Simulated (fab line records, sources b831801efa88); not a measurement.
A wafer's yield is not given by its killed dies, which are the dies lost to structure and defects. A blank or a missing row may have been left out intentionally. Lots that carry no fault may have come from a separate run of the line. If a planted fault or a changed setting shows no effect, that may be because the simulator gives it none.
fab line records	flow sfq-line
record: lots: 6	wafers: 18	last-day: 82
route steps=325 shown M3@128 I3@133
lots that met no fault: from a run of the same line without faults
start-h: start of the lot's first displayed wafer, in hours after the record's first day	wait-h: hours since the lot's step before	" as in the row above	L1.1+2: one row covering several wafers at once	- value missing, or start not given	* or withheld: withheld	< > ~ a bound
route shown NAME@n: a module of which the file shows steps, and the number in the route of the first	usual: mean and standard deviation over wafers with no fault	same: alike in all rows	chamber/n: place in a boat	sites: readings site by site	_std_site: how widely they spread, as a standard deviation	_edge_site: mean of outer sites minus mean of inner sites	radius-mm: for every site, how far away it sits from the centre of the wafer	mask NAME#n: copy n	behind: the most recent tool/chamber to have shaped the wafer	hold: why the lot went on hold/how many hours it stayed there/how the hold came to an end	device: whichever transistor did not switch (one of n, p or np)	end of line: the same wafers' tests at the end of the route	a step without rows: its recipe alone	killed: the dies lost at the first sort to structure and to defects; this is not the yield of the wafer	map: a wafer's dies, x killed, . not, _ none there
set.NAME: the setting the step ran with; set.NAME@STEP: the setting that earlier step ran with	model.NAME: the simulator's own value behind a step, which no gauge read
lots at selected steps of the route; one table per step, one row per wafer
services: when a tool's chamber went out of use (start-h, in hours from the record's first day, below 0 if earlier), for how many hours, and the reason
== steps ==
step: SFQ_M3_OVL_MEAS_921
usual: M3_OVL: 2/5.6
lot.wafer	tool	chamber	start-h	wait-h	M3_OVL[nm]
L183.2	overlay-01	-	932.85	0.1	7
L183.3	"	-	"	"	10
L183.6	"	-	"	"	10
L184.1	overlay-02	-	942.56	0.1	5
L184.3	"	-	"	"	1
L184.4	"	-	"	"	-2
L192.3	overlay-02	-	1020.51	0.1	-1
L192.4	"	-	"	"	-7
L192.6	"	-	"	"	-3
L194.2	overlay-02	-	1197.04	0.1	8
L194.3	"	-	"	"	10
L194.4	"	-	"	"	11
L195.2	overlay-01	-	1223.48	0.1	-2
L195.3	"	-	"	"	-7
L195.5	"	-	"	"	-2
L198.1	overlay-01	-	1233.08	0.1	2
L198.3	"	-	"	"	0
L198.5	"	-	"	"	9
step: SFQ_TRILAYER_M3_BARC_OPEN_METAL_ETCH_100
recipe: mask-material: PR	chemistry: O2	target-depth-nm: 125	target: BARC	icp-w: 600	bias-w: 80	pressure-mtorr: 10	time-s: 41.7
usual: drypump-motor-current-A: 5.58/0.28	oes-product-au: 0.685/0.0043
lot.wafer	tool	chamber	start-h	wait-h	drypump-motor-current-A	oes-product-au	rf-hours-counter-h
L183.2	rie-metal-03	0	932.88	0.0	5.02	0.686	105
L183.3	"	0	"	"	5.01	0.682	-
L183.6	"	1	"	"	5.66	0.689	-
L184.1	rie-metal-02	0	942.59	0.0	5.64	0.685	119
L184.3	"	0	"	"	5.64	0.691	-
L184.4	"	1	"	"	5.90	0.685	-
L192.3	rie-metal-04	0	1020.56	0.0	5.49	0.692	-
L192.4	"	1	"	"	5.20	0.688	-
L192.6	"	1	"	"	5.19	0.686	-
L194.2	rie-metal-04	0	1197.07	0.0	5.50	0.685	3
L194.3	"	1	"	"	5.20	0.685	-
L194.4	"	0	"	"	5.48	0.681	-
L195.2	rie-metal-02	0	1223.51	0.0	5.65	0.682	11
L195.3	"	1	"	"	5.88	0.691	-
L195.5	"	0	"	"	5.62	0.683	-
L198.1	rie-metal-02	1	1233.11	0.0	5.89	0.690	29
L198.3	"	1	"	"	5.88	0.688	-
L198.5	"	0	"	"	5.63	0.688	-
step: SFQ_TRILAYER_M3_ETCH_METAL_ETCH_078
recipe: target: Nb	stop-on: SiO2	mask-material: PR	chemistry: Cl2/Ar	target-depth-nm: 240	icp-w: 600	bias-w: 80	pressure-mtorr: 10	time-s: 120
step: SFQ_TRILAYER_M3_STRIP_STRIP_079
recipe: gas: O2	power-w: 200	platen-temp-c: 40	overash-fraction: 0.65	chemistry: O2	pressure-mtorr: 50
usual: drypump-motor-current-A: 5.58/0.29	oes-product-au: 0.996/0.011
lot.wafer	tool	chamber	start-h	wait-h	drypump-motor-current-A	oes-product-au	rf-hours-counter-h
L183.2	rie-metal-03	0	933.06	0.1	5.00	0.999	105
L183.3	"	0	"	"	5.02	0.997	-
L183.6	"	1	"	"	5.70	0.987	-
L184.1	rie-metal-02	0	942.78	0.1	5.67	0.998	119
L184.3	"	0	"	"	5.67	0.981	-
L184.4	"	1	"	"	5.91	0.987	-
L192.3	rie-metal-04	0	1020.92	0.2	5.46	1.010	-
L192.4	"	1	"	"	5.20	1.009	-
L192.6	"	1	"	"	5.19	1.021	-
L194.2	rie-metal-04	0	1197.25	0.1	5.51	0.988	3
L194.3	"	1	"	"	5.19	1.005	-
L194.4	"	0	"	"	5.49	0.998	-
L195.2	rie-metal-02	0	1223.70	0.1	5.64	0.997	11
L195.3	"	1	"	"	5.89	0.991	-
L195.5	"	0	"	"	5.65	0.994	-
L198.1	rie-metal-02	1	1233.30	0.1	5.90	0.982	30
L198.3	"	1	"	"	5.87	0.986	-
L198.5	"	0	"	"	5.63	0.990	-
step: SFQ_TRILAYER_M3_STRIP_SOLV_CLEAN_080
recipe: chemistry: NMP	temp-c: 70	time-s: 600
step: SFQ_TRILAYER_I3_DEP_PECVD_081
recipe: material: SiO2	temp-c: 150	time-s: 111.11	pressure-torr: 2.4	rf-w: 183.3	precursor: SiH4/N2O	target-thk-nm: 500
usual: heater-power-w: 86/17	throttle-valve-pct: 23.9/1.5
lot.wafer	tool	chamber	start-h	wait-h	heater-power-w	throttle-valve-pct
L183.2	pecvd-04	0	933.84	0.0	105	25.5
L183.3	"	1	"	"	111	24.4
L183.6	"	1	"	"	112	24.3
L184.1	pecvd-01	0	943.55	0.0	63	24.3
L184.3	"	2	"	"	82	24.0
L184.4	"	0	"	"	67	24.0
L192.3	pecvd-02	0	1021.51	0.0	73	22.5
L192.4	"	2	"	"	65	22.7
L192.6	"	1	"	"	93	21.2
L194.2	pecvd-02	2	1198.03	0.0	74	23.3
L194.3	"	1	"	"	85	21.5
L194.4	"	0	"	"	81	23.2
L195.2	pecvd-04	1	1224.47	0.0	111	24.1
L195.3	"	0	"	"	91	25.5
L195.5	"	2	"	"	102	25.0
L198.1	pecvd-01	1	1234.07	0.0	113	27.5
L198.3	"	2	"	"	79	25.0
L198.5	"	1	"	"	114	27.3
step: SFQ_TRILAYER_I3_CMP_CMP_082
recipe: material: SiO2	down-force-psi: 3	platen-rpm: 60	pad-velocity-m-s: 0.94248
usual: motor-current-A: 9.3/0.81	retaining-ring-pressure-frac: 1.000/0.0047	time-to-endpoint-s: 215/7.9
lot.wafer	tool	chamber	start-h	wait-h	motor-current-A	retaining-ring-pressure-frac	time-to-endpoint-s
L183.2	cmp-02	3	954.59	20.7	9.3	1.007	202
L183.3	"	1	955.59	21.7	9.9	1.006	216
L183.6	"	3	956.59	22.7	9.6	1.004	209
L184.4	cmp-02	3	963.59	20.0	9.8	0.998	217
L184.3	"	0	"	"	8.7	0.992	224
L184.1	"	1	"	"	10.0	1.003	218
L192.3	cmp-01	0	1022.09	0.5	9.4	1.000	215
L192.4	"	2	1023.09	1.5	10.2	1.007	213
L192.6	"	0	"	"	9.6	1.000	224
L194.2	cmp-02	3	1200.11	2.0	9.8	1.001	197
L194.4	"	0	"	"	9.0	1.005	218
L194.3	"	1	"	"	10.2	1.004	215
L195.2	cmp-01	3	1226.31	1.8	10.8	0.999	219
L195.3	"	0	"	"	9.7	1.000	208
L195.5	"	0	1228.81	4.3	9.0	1.000	219
L198.1	cmp-02	1	1234.75	0.6	9.7	0.992	210
L198.3	"	2	"	"	8.3	1.009	211
L198.5	"	1	1236.75	2.6	9.8	1.003	224
step: SFQ_I3_BOW_MEAS_922
recipe: mode: bow
usual: I3_BOW: 4/10
lot.wafer	tool	chamber	start-h	wait-h	I3_BOW[um]
L183.2	film-metro-02	-	957.61	2.5	-16
L183.3	"	-	"	"	-8
L183.6	"	-	"	"	-7
L184.1	film-metro-01	-	966.59	1.5	14
L184.3	"	-	"	"	3
L184.4	"	-	"	"	4
L192.3	film-metro-01	-	1024.63	2.0	-7
L192.4	"	-	"	"	-4
L192.6	"	-	"	"	-2
L194.2	film-metro-04	-	1203.13	2.5	7
L194.3	"	-	"	"	-2
L194.4	"	-	"	"	16
L195.2	film-metro-01	-	1229.33	2.5	19
L195.3	"	-	"	"	19
L195.5	"	-	"	"	18
L198.1	film-metro-02	-	1237.75	2.5	2
L198.3	"	-	"	"	-1
L198.5	"	-	"	"	-9
step: SFQ_TRILAYER_I3_METRO_MEASURE_083
usual: thk-nm: 200.2/1.1
lot.wafer	tool	chamber	start-h	wait-h	thk-nm
L183.2	film-metro-02	-	957.91	0.3	197.7
L183.3	"	-	"	"	199.5
L183.6	"	-	"	"	198.3
L184.1	film-metro-01	-	966.71	0.1	201.8
L184.3	"	-	"	"	201.2
L184.4	"	-	"	"	199.0
L192.3	film-metro-01	-	1025.11	0.5	198.9
L192.4	"	-	"	"	198.8
L192.6	"	-	"	"	199.7
L194.2	film-metro-04	-	1203.43	0.3	200.4
L194.3	"	-	"	"	199.9
L194.4	"	-	"	"	200.9
L195.2	film-metro-01	-	1229.63	0.3	201.4
L195.3	"	-	"	"	201.0
L195.5	"	-	"	"	200.0
L198.1	film-metro-02	-	1237.87	0.1	199.6
L198.3	"	-	"	"	200.6
L198.5	"	-	"	"	202.2
step: SFQ_TRILAYER_I3_VIA_LITHO_COAT_090
recipe: resist: BARC	spin-rpm: 3000	resist-thk-nm: 62
step: SFQ_TRILAYER_I3_VIA_LITHO_COAT_085
recipe: resist: KrF	spin-rpm: 3000	resist-thk-nm: 650
step: SFQ_TRILAYER_I3_VIA_LITHO_SOFTBAKE_089
recipe: temp-c: withheld	time-s: withheld	resist: KrF
step: SFQ_TRILAYER_I3_VIA_LITHO_EXPOSE_086
recipe: mask-id: I3	na: 0.6	source-shape: conventional	sigma-outer: 0.65	target-cd-nm: 500	dose-mj: 21.3
usual: exposure-dose-mJ-cm2: 21.298/0.019	focus-offset-nm: 0.1/0.49
lot.wafer	tool	chamber	start-h	wait-h	mask	exposure-dose-mJ-cm2	focus-offset-nm
L183.2	krf-scanner-02	-	1088.87	-	I3#0	-	-
L183.3	"	-	"	"	I3#0	-	-
L183.6	"	-	"	"	I3#0	-	-
L184.1	krf-scanner-02	-	1099.53	-	I3#0	-	-
L184.3	"	-	"	"	I3#0	-	-
L184.4	"	-	"	"	I3#0	-	-
L192.3	krf-scanner-01	0	1169.53	-	I3#0	21.279	-0.1
L192.4	"	0	"	"	I3#0	21.289	-0.2
L192.6	"	0	"	"	I3#0	21.311	0.5
L194.2	krf-scanner-02	0	1205.38	-	I3#0	21.301	-0.1
L194.3	"	0	"	"	I3#0	21.312	-0.9
L194.4	"	0	"	"	I3#0	21.284	-0.1
L195.2	krf-scanner-02	0	1251.08	-	I3#0	21.294	-0.4
L195.3	"	0	"	"	I3#0	21.251	0.6
L195.5	"	0	"	"	I3#0	21.296	-0.6
L198.1	krf-scanner-02	0	1256.68	-	I3#0	21.333	-0.1
L198.3	"	0	"	"	I3#0	21.288	0.0
L198.5	"	0	"	"	I3#0	21.299	0.6
step: SFQ_TRILAYER_I3_VIA_LITHO_PEB_088
recipe: peb-temp-c: 115	peb-time-s: 60	resist: KrF
== services ==
tool	chamber	start-h	hours	kind
krf-scanner-02	-	914.06	1.0	pm
krf-scanner-02	-	924.22	4.7	repair
rie-metal-02	0	928.80	2.4	repair
rie-metal-04	-	941.73	2.8	pm
krf-scanner-02	-	959.06	4.0	pm
cmp-02	-	984.59	4.2	pm
rie-metal-04	0	996.50	8.0	repair
rie-metal-04	-	1043.01	0.2	repair
cmp-02	-	1082.25	5.5	pm
cmp-02	-	1087.75	4.0	pm
cmp-02	-	1087.95	5.0	repair
cmp-02	-	1091.09	3.0	repair
krf-scanner-02	-	1097.24	1.1	repair
krf-scanner-02	-	1122.62	0.4	repair
rie-metal-04	-	1128.82	2.3	repair
rie-metal-04	0	1135.86	15.9	repair
krf-scanner-02	-	1146.33	1.3	pm
krf-scanner-02	-	1147.63	1.0	pm
krf-scanner-02	-	1148.63	0.8	pm
rie-metal-02	1	1166.96	2.4	repair
cmp-02	-	1172.41	0.5	repair
rie-metal-02	0	1245.67	2.5	repair
krf-scanner-02	-	1247.18	1.3	pm
krf-scanner-02	-	1252.08	1.0	pm
== key ==
first-sign: step: SFQ_TRILAYER_I3_VIA_LITHO_EXPOSE_086	reading: tool-record	direction: missing
effect none on later readings
met-at SFQ_TRILAYER_I3_VIA_LITHO_EXPOSE_086
struck-wafers L183.2,L183.3,L183.6,L184.1,L184.3,L184.4
fault: kind: skipped-step-whole	tool: krf-scanner-02	chamber: -	onset-h: 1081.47	steps: SFQ_TRILAYER_I3_VIA_LITHO_EXPOSE_086	scope: struck-lots-only
